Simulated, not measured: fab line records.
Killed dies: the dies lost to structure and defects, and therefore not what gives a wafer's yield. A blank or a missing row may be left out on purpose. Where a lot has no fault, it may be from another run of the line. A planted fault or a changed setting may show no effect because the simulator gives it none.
Chamber matching || flow gf180mcu || cmp-02 running GF_V2_CMP_26: 4 sister chambers
The step polishes, stops on SiO2, t overpolish 15 s, target thk 0 nm. 7 wafers are shown with their chamber, then 7 later ones without.

== WAFERS, EACH WITH ITS CHAMBER ==
{"wafer": "L517.3", "chamber": 2, "motor current A (A)": 10.0, "time to endpoint s (s)": 83}
{"wafer": "L518.2", "chamber": 3, "motor current A (A)": 9.4, "time to endpoint s (s)": 74}
{"wafer": "L520.2", "chamber": 0, "motor current A (A)": 10.9, "time to endpoint s (s)": 92}
{"wafer": "L520.4", "chamber": 3, "motor current A (A)": 9.9, "time to endpoint s (s)": 78}
{"wafer": "L520.6", "chamber": 1, "motor current A (A)": 9.7, "time to endpoint s (s)": 85}
{"wafer": "L521.1", "chamber": 1, "motor current A (A)": 9.6, "time to endpoint s (s)": 83}
{"wafer": "L521.3", "chamber": 0, "motor current A (A)": 11.6, "time to endpoint s (s)": 86}

== WAFERS WITH NO CHAMBER GIVEN ==
{"wafer": "L521.5", "motor current A (A)": 9.0, "time to endpoint s (s)": 79}
{"wafer": "L524.1", "motor current A (A)": 9.6, "time to endpoint s (s)": 84}
{"wafer": "L524.2", "motor current A (A)": 9.9, "time to endpoint s (s)": 83}
{"wafer": "L524.6", "motor current A (A)": 9.7, "time to endpoint s (s)": 82}
{"wafer": "L525.4", "motor current A (A)": 9.7, "time to endpoint s (s)": 78}
{"wafer": "L525.5", "motor current A (A)": 9.5, "time to endpoint s (s)": 83}
{"wafer": "L525.6", "motor current A (A)": 11.8, "time to endpoint s (s)": 82}

== EACH ONE'S CHAMBER ==
{"wafer": "L521.5", "from the rows above": "can't be placed: 3 or 1 or 2", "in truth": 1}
{"wafer": "L524.1", "from the rows above": "can't be placed: 1 or 2", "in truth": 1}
{"wafer": "L524.2", "from the rows above": "can't be placed: 2 or 1", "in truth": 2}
{"wafer": "L524.6", "from the rows above": "can't be placed: 1 or 2 or 3", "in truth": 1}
{"wafer": "L525.4", "from the rows above": "can't be placed: 3 or 2 or 1", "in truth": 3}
{"wafer": "L525.5", "from the rows above": "can't be placed: 1 or 2 or 3", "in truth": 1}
{"wafer": "L525.6", "from the rows above": 0, "in truth": 0}
Correct placement for 1 of the 7. Not placeable from these rows: 6 (in 6, the candidates include the true chamber). Placed wrongly: 0.
How it was worked out, from the rows above alone: a wafer's distance from a chamber is the root of the sum, over the readings, of the square of ((its reading less the chamber's mean) divided by the reading's scatter). The wafer belongs to the nearest chamber; if the next one is less than 2 further off, it can't be placed. For every chamber, the mean is computed from those of its wafers that are shown. How the scatter is found: for the shown wafers, subtract from each reading the mean of its chamber, square and add these, divide the total by (wafers less chambers), then take the root.
